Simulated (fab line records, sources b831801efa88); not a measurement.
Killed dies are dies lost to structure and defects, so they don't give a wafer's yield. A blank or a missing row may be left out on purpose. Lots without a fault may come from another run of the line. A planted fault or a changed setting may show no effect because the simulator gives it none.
Chamber matching | flow sky130 | SKY_VIA4_CMP_02 on cmp-01: 4 sister chambers
The step polishes SiO2. 4 wafers are shown with their chamber, then 9 later ones without.

WAFERS WITH THEIR CHAMBER
wafer  | chamber | motor_current_A (A)
L929.3 | 1       | 12.4
L932.3 | 3       | 12.9
L933.4 | 0       | 14.4
L933.5 | 2       | 13.4

WAFERS WITHOUT THEIR CHAMBER
wafer  | motor_current_A (A)
L934.2 | 12.5
L934.3 | 13.1
L934.6 | 13.3
L936.1 | 14.3
L936.5 | 13.2
L936.6 | 13.7
L937.1 | 13.4
L937.2 | 14.9
L937.6 | 12.9

WHICH CHAMBER EACH WENT THROUGH
wafer  | from the rows above     | in truth
L934.2 | can't be placed: 1 or 3 | 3
L934.3 | can't be placed: 3 or 2 | 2
L934.6 | can't be placed: 2 or 3 | 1
L936.1 | 0                       | 0
L936.5 | can't be placed: 2 or 3 | 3
L936.6 | can't be placed: 2 or 0 | 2
L937.1 | 2                       | 2
L937.2 | 0                       | 0
L937.6 | 3                       | 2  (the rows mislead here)
Placed correctly: 3 of 9. Can't be placed from these rows: 5 (the true chamber is among the candidates in 4). Placed wrongly: 1.
How it was worked out, from the rows above alone: a wafer's distance from a chamber is the root of the sum, over the readings, of the square of ((its reading less the chamber's mean) divided by the reading's scatter). The wafer belongs to the nearest chamber; if the next one is less than 2 further off, it can't be placed. A chamber's mean is the mean of its shown wafers. The scatter: with one shown wafer a chamber, the root of the mean of the squares of how far each hidden wafer lies from its nearest shown one.
